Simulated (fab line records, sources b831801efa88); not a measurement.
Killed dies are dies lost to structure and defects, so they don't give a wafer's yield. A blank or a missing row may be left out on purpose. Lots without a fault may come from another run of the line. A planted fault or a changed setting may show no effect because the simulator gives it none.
Which tool did it? | flow gf180mcu | 11 lots, 33 wafers sampled, at 3 steps of a route of 602

WHAT THE GAUGES READ, wafer by wafer
GF_V4_RS_MEAS_24: measures by four-point-probe.
lot  | measured     | on            | V4_W_RS (ohm/sq)
L936 | day 24 10:13 | film_metro-04 | 0.332 0.328 0.330
L937 | day 25 02:58 | film_metro-01 | 0.323 0.333 0.329
L940 | day 25 20:31 | film_metro-01 | 0.339 0.329 0.334
L941 | day 26 05:37 | film_metro-01 | 0.328 0.329 0.329
L943 | day 27 04:07 | film_metro-04 | 0.335 0.329 0.337
L945 | day 27 11:28 | film_metro-01 | 0.329 0.335 0.329
L944 | day 27 13:58 | film_metro-03 | 0.332 0.337 0.330
L951 | day 29 02:07 | film_metro-04 | 0.332 0.333 0.333
L952 | day 29 06:27 | film_metro-03 | 0.258 0.255 0.258
L954 | day 30 01:13 | film_metro-04 | 0.260 0.256 0.258
L958 | day 30 23:23 | film_metro-03 | 0.322 0.324 0.330

WHICH TOOL RAN EACH LOT (tool, then ch and the chambers of the sampled wafers, then the start)
lot  | GF_V4_CMP_04                  | GF_V4_CVD_23
L936 | cmp-02 ch 2,3, day 23 11:11   | cvd_w-01 ch 0,1, day 24 10:05
L937 | cmp-01 ch 0,2,3, day 24 03:47 | cvd_w-02 ch 0,1, day 25 02:50
L940 | cmp-01 ch 0,1,2, day 24 22:12 | cvd_w-02 ch 0,1, day 25 20:25
L941 | cmp-01 ch 0,1,2, day 25 07:11 | cvd_w-02 ch 1, day 26 05:26
L943 | cmp-01 ch 1,2,3, day 26 05:47 | cvd_w-02 ch 0,1, day 27 03:59
L945 | cmp-01 ch 1,3, day 26 13:50   | cvd_w-02 ch 0,1, day 27 11:22
L944 | cmp-02 ch 1,2,3, day 26 15:55 | cvd_w-02 ch 0,1, day 27 13:49
L951 | cmp-01 ch 1,2,3, day 28 05:30 | cvd_w-01 ch 0,1, day 29 01:59
L952 | cmp-02 ch 0,2,3, day 28 09:45 | cvd_w-01 ch 0,1, day 29 06:20
L954 | cmp-01 ch 0,2,3, day 29 04:37 | cvd_w-01 ch 0,1, day 30 01:07
L958 | cmp-01 ch 0,2,3, day 30 03:26 | cvd_w-02 ch 0,1, day 30 23:17
- GF_V4_CMP_04: polishes SiO2.
- GF_V4_CVD_23: deposits W, target thk 350 nm, time 104.9 s.

THE ANSWER, worked out from the rows above alone
Rule: what is usual is taken from the lots themselves. Put in order of their means at a reading, lots are off if they are a third of the lots or fewer, leave a main group of 4 or more, and stand apart from it by a gap of 3 or more times the standard deviation of the main group's means; of several such gaps the widest counts. A main group whose means are all the same, to the digits that the tables above print for the reading, isn't used. A lot without any number at a reading at which 4 lots or more have one is off too. The other lots that the step has rows for count as sound.
Off: L952, L954, at GF_V4_RS_MEAS_24 (V4_W_RS). The main group: mean 0.331 ohm/sq, standard deviation 0.0027.
A tool fits if, at a process step before that reading, it ran every lot that is off, and no sound lot after the first of them. The gauges at GF_V4_RS_MEAS_24 are tried like those tools. One fits: cvd_w-01 at GF_V4_CVD_23. Its last sound lot is L951 (day 29 01:59), its first lot that is off L952 (day 29 06:20): a fault that began between those two fits.

WHAT THE SIMULATOR HAD PUT IN
Process parameter drift: cvd_w-01, from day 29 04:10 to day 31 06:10, at GF_V4_CVD_23. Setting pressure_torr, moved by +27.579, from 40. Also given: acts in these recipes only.
Lots struck among those shown: L952, L954. The rule above found the same.
